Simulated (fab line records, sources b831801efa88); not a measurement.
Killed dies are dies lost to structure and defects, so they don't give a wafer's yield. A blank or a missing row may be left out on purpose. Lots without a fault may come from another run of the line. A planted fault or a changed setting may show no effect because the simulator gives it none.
A struck lot beside a sound one | flow sky130 | 14 steps out of a route of 708
Sound: wafers L941.3, L941.4, L941.5. Struck: wafer L940.2. (L940.1, L940.4 of the same lot were not struck and are left out.) The cause comes at the end.
At each step with rows: each side's tool, then ch and its chambers, then its first start. Under that, the readings that differ: sound wafers | struck wafers | difference of the means | sigmas: that difference in standard deviations of wafers without a fault.
alike: readings whose means differ by less than 2 such deviations, and words and numbers that are the same on both sides. not compared: withheld readings, readings that some wafer has no value for, bounds like >300 that may hide the same value, and numbers for which the record gives no deviation and whose values overlap.
The two part at a step that has a row with sigmas, a row that says differs or no value, or rows on one side only. Numbers that don't overlap but have no deviation are shown without sigmas and don't part them. A reading that every wafer of one side lacks parts them only if that side has two wafers or more.

SKY_LOCAL_INTERCONNECT_RS_MEAS_01: measures by four-point-probe.
  sound on film_metro-02, day 32 15:45; struck on film_metro-02, day 32 08:11
  alike: LOCAL_INTERCONNECT_TIN_RS
SKY_LOCAL_INTERCONNECT_THK_MEAS_02: measures by xrf.
  sound on film_metro-02, day 32 15:51; struck on film_metro-02, day 32 08:18
  alike: LOCAL_INTERCONNECT_TIN_THK
then, 8 steps without rows for these wafers: SKY_LOCAL_INTERCONNECT_DEHYDRATE_03 (time 60 s); SKY_LOCAL_INTERCONNECT_HMDS_04 (prime time 60 s); SKY_LOCAL_INTERCONNECT_COAT_05 (resist thk 60 nm); SKY_LOCAL_INTERCONNECT_COAT_06 (resist thk 450 nm); SKY_LOCAL_INTERCONNECT_SOFTBAKE_07 (time 90 s); SKY_LOCAL_INTERCONNECT_EXPOSE_08 (exposes mask LI1M, target cd 170 nm); SKY_LOCAL_INTERCONNECT_PEB_09; SKY_LOCAL_INTERCONNECT_DEVELOP_10 (develop time 60 s).
SKY_LOCAL_INTERCONNECT_CD_MEAS_11: target cd 170 nm.
  sound on cd_sem-02, day 33 19:04; struck on cd_sem-01, day 33 11:22
  alike: cd_nm
SKY_LOCAL_INTERCONNECT_OVL_MEAS_12:
  sound on overlay-02, day 33 19:09; struck on overlay-02, day 33 11:29
  alike: LOCAL_INTERCONNECT_OVL
SKY_LOCAL_INTERCONNECT_ETCH_13: etches BARC in N2/H2, stops on SiO2, time 45.9 s, target depth 60 nm.
  sound on rie_metal-02 ch 0,1, day 33 19:12; struck on rie_metal-01 ch 1, day 33 11:32
  reading                        | sound                | struck | difference                   | sigmas
  chamber_pressure_mTorr (mTorr) | 29.994 30.022 29.989 | 23.985 | -6.017                       | -99 or more
  rf_hours_counter_h (h)         | - - -                | 5      | no value on the sound wafers |
  alike: drypump_motor_current_A, he_backside_leak_sccm, oes_product_au, throttle_valve_pct
  not compared: model.SiO2_of_SONOS_ONO_CVD_04.thk_nm
SKY_LOCAL_INTERCONNECT_METAL_ETCH_14: etches TiN in Cl2/BCl3, stops on PSG, target depth 110 nm, time 31.4 s.
  sound on rie_metal-02 ch 0,1, day 33 19:16; struck on rie_metal-01 ch 1, day 33 11:35
  reading                | sound | struck | difference                   | sigmas
  rf_hours_counter_h (h) | - - - | 5      | no value on the sound wafers |
  alike: chamber_pressure_mTorr, drypump_motor_current_A, he_backside_leak_sccm, oes_product_au, throttle_valve_pct

WHERE THEY PART
First at SKY_LOCAL_INTERCONNECT_ETCH_13; last, within this record, at SKY_LOCAL_INTERCONNECT_METAL_ETCH_14.

WHY: what the simulator had put in
Process parameter drift: rie_metal-01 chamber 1, from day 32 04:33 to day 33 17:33, at SKY_LOCAL_INTERCONNECT_ETCH_13. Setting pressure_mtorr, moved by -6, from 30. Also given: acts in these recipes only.
